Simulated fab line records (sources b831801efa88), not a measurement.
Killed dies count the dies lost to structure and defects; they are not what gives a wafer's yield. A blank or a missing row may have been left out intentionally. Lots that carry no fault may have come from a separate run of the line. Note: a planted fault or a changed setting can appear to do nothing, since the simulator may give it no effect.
Struck lot and sound lot, side by side || flow gf180mcu || 17 out of 602 route steps
Sound: these wafers, L314.2, L314.3, L314.4. Struck: wafer L321.2 (left out: L321.3, L321.5 of the same lot, which were not struck); the cause appears at the end.
For every step that has rows: the tool of each side, followed by ch and its chambers, followed by its first start. Under that, the readings that differ: sound wafers || struck wafers || difference of the means || sigmas: that difference in standard deviations of wafers without a fault.
alike: words and numbers the same on both sides, and readings whose means are apart by under 2 such deviations; not compared: readings that were withheld, readings missing a value for some wafer, numbers with overlapping values and no deviation given by the record, and bounds like >300 which may hide the same value.
Wherever a step has rows on one side only, a row that says differs or no value, or a row with sigmas, the two part there. When numbers do not overlap yet have no deviation, they are printed without sigmas and do not part them. A reading missing from all wafers of one side parts the sides only when that side holds two or more wafers.

first, 4 steps without rows for these wafers: GF_M3_SOFTBAKE_10 (time 60 s); GF_M3_EXPOSE_11 (exposes mask Metal3, target cd 280 nm); GF_M3_PEB_12 (peb time 90 s); GF_M3_DEVELOP_13 (develop time 60 s).
GF_M3_CD_MEAS_14: target cd 280 nm.
  struck on cd-sem-02, day 27 09:54; sound on cd-sem-02, day 24 22:10
  alike: cd-nm
GF_M3_OVL_MEAS_15:
  struck on overlay-02, day 27 10:01; sound on overlay-02, day 24 22:16
  alike: M3_OVL
GF_M3_METAL_ETCH_16: etches the open film in Cl2/BCl3, stops on SiO2, target depth 627.5 nm, time 104.6 s.
  sound on rie-metal-04 ch 0,1, day 24 22:18; struck on rie-metal-01 ch 0, day 27 10:02
  alike: drypump-motor-current-A, oes-product-au, throttle-valve-pct
  not compared: rf-hours-counter-h
GF_M3_STRIP_17: strips in O2/N2.
  sound on plasma-asher-03 ch 0,1, day 24 22:25; struck on plasma-asher-03 ch 1, day 27 10:11
{"reading": "oes-product-au (a.u.)", "sound": "0.561 0.562 0.552", "struck": 0.569, "difference": "+0.011", "sigmas": "+2"}
{"reading": "strip-time-to-endpoint-s (s)", "sound": "7.83 7.87 7.77", "struck": 7.96, "difference": "+0.14", "sigmas": "+3"}
  alike: drypump-motor-current-A, heater-power-w
  not compared: rf-hours-counter-h
then, 3 steps without rows for these wafers: GF_M3_STRIP_18 (strips in post etch residue remover, time 1200 s); GF_M3_CLEAN_19 (cleans in DIW); GF_V3_CVD_00 (deposits SiO2, target thk 600 nm, time 100 s).
GF_V3_THK_MEAS_01:
  struck on film-metro-01, day 27 10:50; sound on film-metro-01, day 24 23:04
{"reading": "V3_CVD_00_THK (nm)", "sound": "584 603 587", "struck": 609, "difference": "+18", "sigmas": "+2"}
GF_V3_CVD_02: deposits SiO2 from TEOS, target thk 850 nm, time 94.851 s.
  sound on pecvd-04 ch 0,1, day 24 23:07; struck on pecvd-01 ch 0, day 27 10:53
{"reading": "model.SiO2_of_V3_CVD_02.thk-nm (nm)", "sound": "849.8 848.3 861", "struck": 1637, "difference": "+784", "sigmas": ""}
  alike: heater-power-outer-w, heater-power-w
GF_V3_THK_MEAS_03:
  struck on film-metro-02, day 27 10:58; sound on film-metro-03, day 24 23:11
{"reading": "V3_CVD_02_THK (nm)", "sound": "850 848 861", "struck": 1638, "difference": "+785", "sigmas": "+71"}
GF_V3_CMP_04: polishes SiO2.
  sound on cmp-01 ch 0,1,3, day 24 23:17; struck on cmp-02 ch 2, day 27 11:01
{"reading": "time-to-endpoint-s (s)", "sound": "74 71 80", "struck": 368, "difference": "+293", "sigmas": "+41"}
  alike: motor-current-A
GF_V3_BOW_MEAS_05:
  struck on film-metro-01, day 27 11:20; sound on film-metro-01, day 24 23:34
  alike: V3_BOW
GF_PASSIVATION_PROBE_99:
  the record holds rows for the sound wafers here (prober-01, day 32 02:25) but none for the struck ones

## WHERE THEY PART
Earliest at GF_M3_STRIP_17; latest, in this record, at GF_PASSIVATION_PROBE_99.

WHY: the cause the simulator had injected
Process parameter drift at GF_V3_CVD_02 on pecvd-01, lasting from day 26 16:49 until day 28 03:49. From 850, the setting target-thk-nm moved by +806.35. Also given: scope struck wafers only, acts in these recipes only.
